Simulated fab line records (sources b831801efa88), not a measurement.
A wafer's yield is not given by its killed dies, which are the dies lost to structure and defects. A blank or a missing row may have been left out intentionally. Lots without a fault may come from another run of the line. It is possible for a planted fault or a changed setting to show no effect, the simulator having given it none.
A struck lot beside a sound one | flow sky130 | 32 steps out of a route of 708
Sound: these wafers, L867.3, L867.5, L867.6. Struck: wafer L878.2 (left out: L878.4, L878.6 of the same lot, which were not struck); the cause appears at the end.
At each step with rows: each side's tool, then ch and its chambers, then its first start. Under that, the readings that differ: sound wafers | struck wafers | difference of the means | sigmas: that difference in standard deviations of wafers without a fault.
alike: readings with means less than 2 such deviations apart, plus words and numbers identical on both sides. not compared: withheld readings, readings lacking a value on some wafer, bounds such as >300 that could conceal the same value, and numbers that have no deviation in the record and whose values overlap.
A row with sigmas, a row that says differs or no value, or rows on one side alone: a step with any of these is where the two part. When numbers do not overlap yet have no deviation, they are printed without sigmas and do not part them. A reading missing from all wafers of one side parts the sides only when that side holds two or more wafers.

SKY_VIA1_ETCH_15: etches SiO2 in C4F8/O2/Ar, stops on TiN, target depth 351 nm, time 54 s.
  sound on rie-diel-01 ch 0,1,3, day 34 19:16; struck on rie-diel-02 ch 0, day 37 19:50
  alike: oes-product-au
  not compared: rf-hours-counter-h
then, 4 steps without rows for these wafers: SKY_VIA1_STRIP_16 (strips in O2/N2); SKY_VIA1_STRIP_17 (strips in post etch residue remover, time 1200 s); SKY_VIA1_CLEAN_18 (cleans in IPA, time 180 s); SKY_VIA1_CLEAN_19 (cleans in O3/DIW).
SKY_VIA1_SPUTTER_20: material TiN, target thk 20 nm, time 80 s.
  struck on pvd-sputter-02, day 37 20:31; sound on pvd-sputter-01, day 34 19:55
  alike: throttle-valve-pct
then, 1 step without rows for these wafers: SKY_VIA1_CVD_21 (deposits W, target thk 270 nm, time 80.902 s).
SKY_VIA1_RS_MEAS_22: measures by four-point-probe.
  struck on film-metro-03, day 37 20:42; sound on film-metro-03, day 34 20:06
  alike: VIA1_W_RS
SKY_VIA1_THK_MEAS_23: measures by xrf.
  struck on film-metro-03, day 37 20:49; sound on film-metro-03, day 34 20:12
  alike: VIA1_W_THK
then, 3 steps without rows for these wafers: SKY_VIA1_CMP_24 (polishes, stops on SiO2, t overpolish 15 s, target thk 0 nm); SKY_METAL2_SPUTTER_00 (material Ti, target thk 15 nm, time 10 s); SKY_METAL2_SPUTTER_01 (material TiN, target thk 20 nm, time 16.7 s).
SKY_METAL2_SPUTTER_02: material AlCu, target thk 250 nm, time 13.3 s.
  struck on pvd-sputter-04, day 37 21:12; sound on pvd-sputter-04, day 34 20:35
  reading                                     | sound             | struck | difference | sigmas
  model.AlCu_of_METAL2_SPUTTER_02.thk-nm (nm) | 253.2 250.9 254.3 | 191.9  | -60.9      |
  alike: throttle-valve-pct
SKY_METAL2_SPUTTER_03: material Ti, target thk 5 nm, time 3.3 s.
  struck on pvd-sputter-04, day 37 21:14; sound on pvd-sputter-04, day 34 20:37
  alike: throttle-valve-pct
then, 1 step without rows for these wafers: SKY_METAL2_SPUTTER_04 (material TiN, target thk 70 nm, time 58.3 s).
SKY_METAL2_RS_MEAS_05: measures by four-point-probe.
  struck on film-metro-04, day 37 21:19; sound on film-metro-04, day 34 20:43
  reading                 | sound                | struck | difference | sigmas
  METAL2_ALCU_RS (ohm/sq) | 0.1249 0.1264 0.1242 | 0.1671 | +0.0419    | +30
SKY_METAL2_THK_MEAS_06: measures by xrf.
  struck on film-metro-04, day 37 21:26; sound on film-metro-04, day 34 20:49
  reading              | sound             | struck | difference | sigmas
  METAL2_ALCU_THK (nm) | 256.6 255.5 257.5 | 193.8  | -62.7      | -23
then, 8 steps without rows for these wafers: SKY_METAL2_DEHYDRATE_07 (time 60 s); SKY_METAL2_HMDS_08 (prime time 60 s); SKY_METAL2_COAT_09 (resist thk 60 nm); SKY_METAL2_COAT_10 (resist thk 450 nm); SKY_METAL2_SOFTBAKE_11 (time 90 s); SKY_METAL2_EXPOSE_12 (exposes mask MM2, target cd 140 nm); SKY_METAL2_PEB_13; SKY_METAL2_DEVELOP_14 (develop time 60 s).
SKY_METAL2_CD_MEAS_15: the cd target is 140 nm.
  struck on cd-sem-01, day 38 21:52; sound on cd-sem-01, day 35 23:17
  alike: cd-nm
SKY_METAL2_OVL_MEAS_16:
  struck on overlay-01, day 38 21:59; sound on overlay-01, day 35 23:23
  alike: METAL2_OVL
SKY_METAL2_DESCUM_17: chemistry O2, time 8 s.
  sound on rie-metal-01 ch 0,1, day 35 23:25; struck on rie-metal-01 ch 0, day 38 22:01
  reading                | sound | struck | difference                   | sigmas
  rf-hours-counter-h (h) | - - - | 8      | no value on the sound wafers |
  alike: drypump-motor-current-A, oes-product-au
SKY_METAL2_ETCH_18: etches BARC in N2/H2, stops on SiO2, time 45.9 s, target depth 60 nm.
  sound on rie-metal-01 ch 0,1, day 35 23:28; struck on rie-metal-01 ch 0, day 38 22:02
  reading                | sound                | struck | difference                   | sigmas
  rf-hours-counter-h (h) | - - -                | 8      | no value on the sound wafers |
  throttle-valve-pct (%) | 13.222 13.223 13.223 | 13.242 | +0.019                       | +2
  alike: drypump-motor-current-A, oes-product-au
SKY_METAL2_METAL_ETCH_19: etches the open film in Cl2/BCl3, stops on SiO2, target depth 360 nm, time 78 s.
  sound on rie-metal-01 ch 0,1, day 35 23:32; struck on rie-metal-01 ch 0, day 38 22:06
  reading                | sound             | struck | difference                   | sigmas
  oes-product-au (a.u.)  | 0.856 0.860 0.867 | 0.804  | -0.057                       | -9
  rf-hours-counter-h (h) | - - -             | 8      | no value on the sound wafers |
  alike: drypump-motor-current-A, throttle-valve-pct
then, 1 step without rows for these wafers: SKY_METAL2_STRIP_20 (strips in O2/N2).
-- the record jumps here: 10 days lie between the struck wafers' starts before and after (it left off in module METAL2 and takes up again in module PAD_OPEN, whose first step shown is number 708 of the route) --
SKY_PAD_OPEN_PROBE_99:
  struck on prober-02, day 48 18:09; sound on prober-01, day 46 14:17
  reading                      | sound                | struck | difference | sigmas
  model.etest.met2.line-ohm-um | 0.924 0.9197 0.8813  | 1.209  | +0.301     |
  model.etest.met2.rs-ohm-sq   | 0.1276 0.1266 0.1264 | 0.1707 | +0.0438    |
  alike: defect-limited-yield, killed_at_M0_to_M3, killed_at_M4_up, killed-at-contacts, killed-at-front-end, killed-at-other, killed-dies, killed-open, killed-short, sort_bin_3_pad_short, sort_bin_5_function, sort_bin_6_memory, sort-n-pass, sort-yield-pct

== WHERE THEY PART ==
Last at SKY_METAL2_METAL_ETCH_19 as far as this record goes, first at SKY_METAL2_RS_MEAS_05. Later steps at which nothing parts them and some readings are alike: SKY_PAD_OPEN_PROBE_99.

WHY: the cause the simulator had injected
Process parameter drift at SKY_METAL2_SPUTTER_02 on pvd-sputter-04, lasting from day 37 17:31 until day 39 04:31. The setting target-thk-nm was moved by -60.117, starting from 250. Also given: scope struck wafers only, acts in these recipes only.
